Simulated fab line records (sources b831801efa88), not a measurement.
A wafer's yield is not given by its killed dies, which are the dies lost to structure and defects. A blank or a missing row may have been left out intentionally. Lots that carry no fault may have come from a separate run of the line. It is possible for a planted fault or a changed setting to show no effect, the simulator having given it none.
Tool commonality check | flow gf180mcu | Sampled: 12 lots, 42 wafers

## WHAT PROMPTED THE OPENING
On 2 of the 12 lots, a flag is raised at GF_HV_LDD_CD_MEAS_46 on the reading cd_nm. Wafers without a fault read 400.1 nm, standard deviation 2.5.
Rule: a lot is flagged when every wafer of it that has a number lies more than 4 standard deviations from that mean, or none has a number. The rest of the lots are taken to be sound.

lot  | measured     | on        | cd_nm (nm), wafer by wafer          | flag
L287 | day 12 09:06 | cd_sem-01 | 399.8 399.8 401.0                   |
L289 | day 13 02:49 | cd_sem-02 | 396.5 397.0 398.5                   |
L290 | day 13 08:46 | cd_sem-01 | 397.7 398.3 399.8                   |
L294 | day 14 23:29 | cd_sem-01 | 397.7 395.7 396.0                   |
L296 | day 15 10:47 | cd_sem-02 | 505.5 506.1 507.7 505.4 506.0 508.3 | FLAGGED
L297 | day 15 23:15 | cd_sem-01 | 401.0 401.6 401.6                   |
L300 | day 16 19:05 | cd_sem-02 | 508.6 511.4 506.4 508.5 511.1 506.3 | FLAGGED
L305 | day 18 10:49 | cd_sem-02 | 398.1 399.1 395.4                   |
L306 | day 18 15:53 | cd_sem-01 | 402.2 404.1 403.5                   |
L307 | day 19 04:37 | cd_sem-02 | 403.4 401.1 403.8                   |
L308 | day 19 10:56 | cd_sem-02 | 399.4 400.9 402.4                   |
L309 | day 19 21:59 | cd_sem-01 | 400.5 397.8 399.9                   |
The mean of the flagged lots' numbers is 507.6 nm, +107.5 nm from the usual (+43 standard deviations).

## WHICH TOOL EACH LOT WENT THROUGH
2 process steps preceding the reading are held in the record, out of 602 steps in the route. In each cell: the tool, then ch and the chambers that the sampled wafers went through, then the start.
lot  | flag    | GF_POLY_GATE_STRIP_14                | GF_HV_LDD_COAT_41
L287 |         | plasma_asher-02 ch 0,1, day 9 06:11  | litho_track-01 ch 0, day 11 23:06
L289 |         | plasma_asher-04 ch 0,1, day 9 22:09  | litho_track-01 ch 0, day 12 16:29
L290 |         | plasma_asher-03 ch 0,1, day 10 02:21 | litho_track-01 ch 0, day 12 21:56
L294 |         | plasma_asher-03 ch 1, day 11 10:52   | litho_track-01 ch 0, day 14 12:26
L296 | FLAGGED | plasma_asher-02 ch 0,1, day 11 22:21 | litho_track-01 ch 0, day 15 00:03
L297 |         | plasma_asher-02 ch 0,1, day 12 09:49 | litho_track-03 ch 0, day 15 11:52
L300 | FLAGGED | plasma_asher-03 ch 0,1, day 13 02:47 | litho_track-01 ch 0, day 16 07:18
L305 |         | plasma_asher-02 ch 0,1, day 14 14:16 | litho_track-03 ch 0, day 17 23:08
L306 |         | plasma_asher-04 ch 0,1, day 14 19:51 | litho_track-02 ch 0, day 18 04:26
L307 |         | plasma_asher-02 ch 0,1, day 15 06:06 | litho_track-02 ch 0, day 18 16:10
L308 |         | plasma_asher-03 ch 0,1, day 15 11:25 | litho_track-01 ch 0, day 18 22:53
L309 |         | plasma_asher-04 ch 0,1, day 15 22:28 | litho_track-01 ch 0, day 19 09:32
What these steps do:
- GF_POLY_GATE_STRIP_14: strips in O2/N2.
- GF_HV_LDD_COAT_41: resist thk 1000 nm.
- GF_HV_LDD_CD_MEAS_46: target cd 400 nm.

## FLAGGED OVER TOTAL, TOOL BY TOOL (the gauges that took the reading come last)
step                  | tool            | lots run | flagged | share of the flagged lots | sound lots run after its first flagged lot
GF_POLY_GATE_STRIP_14 | plasma_asher-02 | 5        | 1       | some                      | 3 (L297,L305,L307)
GF_POLY_GATE_STRIP_14 | plasma_asher-03 | 4        | 1       | some                      | 1 (L308)
GF_POLY_GATE_STRIP_14 | plasma_asher-04 | 3        | 0       | none                      | -
GF_HV_LDD_COAT_41     | litho_track-01  | 8        | 2       | all                       | 2 (L308,L309)
GF_HV_LDD_COAT_41     | litho_track-02  | 2        | 0       | none                      | -
GF_HV_LDD_COAT_41     | litho_track-03  | 2        | 0       | none                      | -
GF_HV_LDD_CD_MEAS_46  | cd_sem-01       | 6        | 0       | none                      | -
GF_HV_LDD_CD_MEAS_46  | cd_sem-02       | 6        | 2       | all                       | 3 (L305,L307,L308)

## WHAT IS ALLOWED BY THE TABLE
Rows of the table that ran all the flagged lots, 2 in number: litho_track-01 at GF_HV_LDD_COAT_41; cd_sem-02 at GF_HV_LDD_CD_MEAS_46.
- litho_track-01 at GF_HV_LDD_COAT_41: 2 of its 8 lots flagged. Sound lots ran on it after the first flagged one (L308, L309), which a lasting fault on the whole tool wouldn't allow.
- cd_sem-02 at GF_HV_LDD_CD_MEAS_46: 2 of its 6 lots flagged. Sound lots ran on it after the first flagged one (L305, L307, L308), which a lasting fault on the whole tool wouldn't allow.
There is no row in the table that ran each flagged lot and no sound lot after the first.

## WHAT THE SIMULATOR HAD INSERTED
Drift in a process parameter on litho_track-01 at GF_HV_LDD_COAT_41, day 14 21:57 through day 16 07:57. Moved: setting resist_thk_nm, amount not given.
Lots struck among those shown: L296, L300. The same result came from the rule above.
